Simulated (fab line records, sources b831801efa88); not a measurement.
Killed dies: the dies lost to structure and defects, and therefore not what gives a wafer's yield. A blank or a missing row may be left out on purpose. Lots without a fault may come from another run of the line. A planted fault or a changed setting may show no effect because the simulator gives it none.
One fault through the eyes of 2 desks ; flow gf180mcu ; numbers are kept per desk, each desk with only its own; the story behind them comes last

FROM THE METROLOGY DESK
Means of the sampled wafers that have a number, per lot and without regard to the tool the lot ran on: this is what the gauges read. Any lot whose mean is over 4 standard deviations away from the usual mean is out of limits and marked OUT; that distance is given in the brackets.
Columns: A = V5_CVD_00_THK at GF_V5_THK_MEAS_01, usual 299 nm
lot;first seen here;A
L253;day 26 13:46;299
L254;day 26 20:26;301
L256;day 27 11:35;301
L259;day 28 10:14;298
L261;day 28 21:52;303
L260;day 29 00:11;302
L262;day 29 05:37;302
L263;day 29 14:42;298
L265;day 30 06:05;295
L266;day 30 11:47;297
L267;day 30 12:14;298
L270;day 31 08:08;294
L272;day 32 01:57;301
L276;day 32 21:00;304
Result from this desk: across the 14 lots, nothing is out of limits.

DESK OF THE TOOL OWNER: cmp-02
The tool's own readings at GF_V5_CMP_04 (polishes SiO2): means of the sampled wafers that have a number, for each lot that ran on this tool. Any lot whose mean is over 4 standard deviations away from the usual mean is out of limits and marked OUT; that distance is given in the brackets.
Columns: A = motor current A at GF_V5_CMP_04, usual 11.7 A; B = retaining ring pressure frac at GF_V5_CMP_04, usual 1.000
lot;first seen here;A;B
L261;day 28 22:13;12.1;1.001
L260;day 29 00:28;12.7;1.004
L262;day 29 05:49;12.9;1.000
L266;day 30 12:02;12.0;1.000
L267;day 30 12:35;11.9;1.001
L270;day 31 08:31;13.0;0.997
L272;day 32 02:13;12.8;0.997
Result from this desk: across the 7 lots, nothing is out of limits.

ALL TOGETHER
The metrology desk saw nothing out of limits.
The tool owner's desk saw nothing out of limits.

WHAT THE SIMULATOR HAD PUT IN
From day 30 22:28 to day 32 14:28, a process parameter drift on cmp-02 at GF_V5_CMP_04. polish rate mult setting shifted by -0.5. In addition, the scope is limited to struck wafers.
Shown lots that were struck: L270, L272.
